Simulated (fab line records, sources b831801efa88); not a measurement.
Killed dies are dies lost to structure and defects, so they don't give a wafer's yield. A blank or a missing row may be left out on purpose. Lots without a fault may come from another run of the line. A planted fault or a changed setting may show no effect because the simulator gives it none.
Which tool did it? | flow sky130 | 13 lots, 39 wafers sampled, at 3 steps of a route of 708

WHAT THE GAUGES READ, wafer by wafer
The record holds no reading of a measuring or inspecting step that can be judged against a usual standard deviation.

WHICH TOOL RAN EACH LOT (tool, then ch and the chambers of the sampled wafers, then the start)
lot  | SKY_LDD_HVP_STRIP_09                 | SKY_SPACER_ETCHBACK_02             | SKY_SD_N_STRIP_11
L305 | plasma_asher-02 ch 0,1, day 21 19:33 | rie_diel-03 ch 0,2,3, day 23 04:15 | plasma_asher-03 ch 0,1, day 28 01:34
L306 | plasma_asher-01 ch 0,1, day 21 23:40 | rie_diel-02 ch 1,2,3, day 23 07:50 | plasma_asher-02 ch 0,1, day 28 03:34
L307 | plasma_asher-01 ch 1, day 22 15:36   | rie_diel-03 ch 1,3, day 24 00:41   | plasma_asher-03 ch 0,1, day 28 21:55
L311 | plasma_asher-04 ch 0,1, day 23 15:34 | rie_diel-02 ch 0,2,3, day 26 08:52 | plasma_asher-02 ch 0,1, day 31 01:52
L313 | plasma_asher-01 ch 0,1, day 25 01:57 | rie_diel-01 ch 0,2,3, day 26 08:56 | plasma_asher-04 ch 0,1, day 31 02:31
L315 | plasma_asher-01 ch 0,1, day 25 09:23 | rie_diel-03 ch 2,3, day 26 16:05   | plasma_asher-04 ch 0,1, day 31 09:03
L316 | plasma_asher-02 ch 0,1, day 25 13:50 | rie_diel-03 ch 0,2,3, day 26 19:07 | plasma_asher-02 ch 0,1, day 31 13:37
L317 | plasma_asher-04 ch 0,1, day 26 00:07 | rie_diel-03 ch 1,2,3, day 27 07:15 | plasma_asher-02 ch 0,1, day 31 23:10
L323 | plasma_asher-02 ch 0,1, day 28 04:54 | rie_diel-01 ch 0,1,2, day 29 11:50 | plasma_asher-03 ch 0,1, day 34 01:07
L324 | plasma_asher-04 ch 0,1, day 28 07:43 | rie_diel-03 ch 0,1,3, day 29 14:05 | plasma_asher-04 ch 0,1, day 34 03:23
L326 | plasma_asher-02 ch 0,1, day 28 20:04 | rie_diel-01 ch 1,3, day 30 02:49   | plasma_asher-03 ch 0,1, day 34 16:31
L327 | plasma_asher-04 ch 0,1, day 29 03:49 | rie_diel-02 ch 1,2, day 30 10:29   | plasma_asher-03 ch 0,1, day 34 23:59
L328 | plasma_asher-01 ch 0,1, day 29 13:49 | rie_diel-02 ch 0,1,3, day 30 19:30 | plasma_asher-02 ch 0,1, day 35 06:28
- SKY_LDD_HVP_STRIP_09: strips in O2/N2.
- SKY_SPACER_ETCHBACK_02: etches Si3N4 in CH3F/O2, stops on SiO2, time 46.7 s, target depth 45 nm.
- SKY_SD_N_STRIP_11: strips in O2/N2.

WHAT THE TOOLS THEMSELVES READ (means of the sampled wafers that have a number; where no wafer has one, the mark that the record gives instead)
SKY_LDD_HVP_STRIP_09.
lot  | tool            | drypump_motor_current_A (A) | oes_product_au (a.u.) | strip_time_to_endpoint_s (s)
L305 | plasma_asher-02 | 6.1                         | 0.404                 | 4.148
L306 | plasma_asher-01 | 5.5                         | 0.410                 | 4.126
L307 | plasma_asher-01 | 6.4                         | 0.405                 | 4.112
L311 | plasma_asher-04 | 5.5                         | 0.413                 | 4.120
L313 | plasma_asher-01 | 6.0                         | 0.408                 | 4.133
L315 | plasma_asher-01 | 5.5                         | 0.408                 | 4.121
L316 | plasma_asher-02 | 6.1                         | 0.410                 | 4.122
L317 | plasma_asher-04 | 5.5                         | 0.403                 | 4.135
L323 | plasma_asher-02 | 6.1                         | 0.409                 | 4.115
L324 | plasma_asher-04 | 5.5                         | 0.406                 | 4.129
L326 | plasma_asher-02 | 6.0                         | 0.411                 | 4.147
L327 | plasma_asher-04 | 5.5                         | 0.410                 | 4.112
L328 | plasma_asher-01 | 6.0                         | 0.406                 | 4.133

SKY_SPACER_ETCHBACK_02.
lot  | tool        | drypump_motor_current_A (A) | oes_product_au (a.u.) | rf_fwd_power_W (W) | throttle_valve_pct (%)
L305 | rie_diel-03 | 5.5                         | 0.854                 | 395.7              | 10.568
L306 | rie_diel-02 | 6.1                         | 0.851                 | 396.8              | 10.566
L307 | rie_diel-03 | 5.5                         | 0.856                 | 395.2              | 10.562
L311 | rie_diel-02 | 5.8                         | 0.859                 | 396.2              | 10.563
L313 | rie_diel-01 | 5.3                         | 0.857                 | 394.2              | 10.565
L315 | rie_diel-03 | 5.2                         | 0.857                 | 397.2              | 10.566
L316 | rie_diel-03 | 5.5                         | 0.852                 | 394.4              | 10.562
L317 | rie_diel-03 | 5.4                         | 0.865                 | 395.9              | 10.571
L323 | rie_diel-01 | 5.3                         | 0.849                 | 393.6              | 10.561
L324 | rie_diel-03 | 5.7                         | 0.852                 | 394.6              | 10.571
L326 | rie_diel-01 | 5.6                         | 0.855                 | 396.5              | 10.558
L327 | rie_diel-02 | 6.2                         | 0.858                 | 397.9              | 10.559
L328 | rie_diel-02 | 5.6                         | 0.852                 | 395.7              | 10.563

SKY_SD_N_STRIP_11.
lot  | tool            | drypump_motor_current_A (A) | oes_product_au (a.u.) | strip_time_to_endpoint_s (s)
L305 | plasma_asher-03 | 6.5                         | 0.524                 | 22.53
L306 | plasma_asher-02 | 6.1                         | 0.533                 | 22.61
L307 | plasma_asher-03 | 6.5                         | 0.527                 | 22.56
L311 | plasma_asher-02 | 6.1                         | 0.528                 | 22.60
L313 | plasma_asher-04 | 5.5                         | 0.530                 | 22.55
L315 | plasma_asher-04 | 5.5                         | 0.369                 | -
L316 | plasma_asher-02 | 6.1                         | 0.532                 | 22.58
L317 | plasma_asher-02 | 6.1                         | 0.526                 | 22.61
L323 | plasma_asher-03 | 6.4                         | 0.527                 | 22.53
L324 | plasma_asher-04 | 5.4                         | 0.526                 | 22.58
L326 | plasma_asher-03 | 6.4                         | 0.529                 | 22.50
L327 | plasma_asher-03 | 6.4                         | 0.525                 | 22.45
L328 | plasma_asher-02 | 6.1                         | 0.523                 | 22.57

THE ANSWER, worked out from the rows above alone
Rule: what is usual is taken from the lots themselves. Put in order of their means at a reading, lots are off if they are a third of the lots or fewer, leave a main group of 4 or more, and stand apart from it by a gap of 3 or more times the standard deviation of the main group's means; of several such gaps the widest counts. A main group whose means are all the same, to the digits that the tables above print for the reading, isn't used. A lot without any number at a reading at which 4 lots or more have one is off too. The other lots that the step has rows for count as sound. The gauges are gone through in route order, then the tools' own readings, and for those a lot's mean is taken as printed above. The first step at which some lot is off is used, and at that step the reading that is off furthest; a lot without a number counts as furthest.
Off: L315, at SKY_SD_N_STRIP_11 (strip_time_to_endpoint_s). Without a number there: L315. The main group: mean 22.56 s, standard deviation 0.046.
A tool fits if, at that step or a process step before it, it ran every lot that is off, and no sound lot after the first of them. None of those tried fits.

WHAT THE SIMULATOR HAD PUT IN
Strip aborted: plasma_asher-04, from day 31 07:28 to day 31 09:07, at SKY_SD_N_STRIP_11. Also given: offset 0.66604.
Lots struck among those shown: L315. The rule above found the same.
